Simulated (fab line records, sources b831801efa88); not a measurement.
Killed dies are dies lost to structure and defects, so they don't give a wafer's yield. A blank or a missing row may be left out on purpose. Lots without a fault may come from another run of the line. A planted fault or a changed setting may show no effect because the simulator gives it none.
Chamber matching | flow sky130 | SKY_VIA3_CMP_24 on cmp-02: 4 sister chambers
The step polishes, stops on SiO2, t overpolish 20 s, target thk 0 nm. 14 wafers are shown with their chamber, then 7 later ones without.

WAFERS WITH THEIR CHAMBER
wafer  | chamber | motor_current_A (A) | time_to_endpoint_s (s) | overpolish_run_s (s)
L562.2 | 1       | 10.3                | 97                     | 20.008
L562.4 | 0       | 10.8                | 99                     | 20.008
L562.5 | 0       | 11.5                | 97                     | 19.979
L568.2 | 3       | 11.5                | 93                     | 19.995
L568.4 | 1       | 10.4                | 94                     | 20.007
L568.6 | 2       | 11.1                | 94                     | 20.015
L569.2 | 0       | 10.8                | 95                     | 19.996
L569.3 | 2       | 11.5                | 96                     | 19.996
L569.4 | 1       | 10.3                | 94                     | 20.002
L574.2 | 2       | 11.1                | 98                     | 19.988
L574.3 | 1       | 9.7                 | 96                     | 19.987
L574.6 | 0       | 11.0                | 94                     | 20.002
L577.1 | 2       | 10.6                | 92                     | 20.000
L577.5 | 2       | 11.0                | 91                     | 19.997

SIGNATURES (means of the wafers above)
reading            | chamber 0 | chamber 1 | chamber 2 | chamber 3 | scatter within a chamber
motor_current_A    | 11.025    | 10.175    | 11.060    | 11.500    | 0.324
time_to_endpoint_s | 96.25     | 95.25     | 94.20     | 93.00     | 2.33
overpolish_run_s   | 19.99625  | 20.00100  | 19.99920  | 19.99500  | 0.0107
Rule: a wafer's distance from a chamber is the root of the sum, over the readings, of the square of ((its reading less the chamber's mean) divided by the reading's scatter). The wafer belongs to the nearest chamber; if the next one is less than 2 further off, it can't be placed. The scatter: the root of (the sum of the squares of (reading less its chamber's mean) over the shown wafers, divided by (wafers less chambers)).

WAFERS WITHOUT THEIR CHAMBER
wafer  | motor_current_A (A) | time_to_endpoint_s (s) | overpolish_run_s (s)
L577.6 | 10.3                | 91                     | 20.005
L584.1 | 11.5                | 91                     | 19.999
L584.4 | 11.5                | 93                     | 19.991
L584.6 | 10.3                | 92                     | 20.003
L585.2 | 10.7                | 91                     | 19.981
L585.5 | 11.2                | 90                     | 20.003
L585.6 | 11.7                | 95                     | 20.008

WHICH CHAMBER EACH WENT THROUGH
wafer  | from the rows above               | in truth
L577.6 | can't be placed: 1 or 2 or 0      | 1
L584.1 | can't be placed: 3 or 2 or 0      | 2
L584.4 | can't be placed: 3 or 2 or 0      | 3
L584.6 | can't be placed: 1 or 2 or 0      | 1
L585.2 | can't be placed: 2 or 0 or 3 or 1 | 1
L585.5 | can't be placed: 3 or 2 or 0      | 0
L585.6 | can't be placed: 3 or 2 or 0      | 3
Placed correctly: 0 of 7. Can't be placed from these rows: 7 (the true chamber is among the candidates in 7). Placed wrongly: 0.
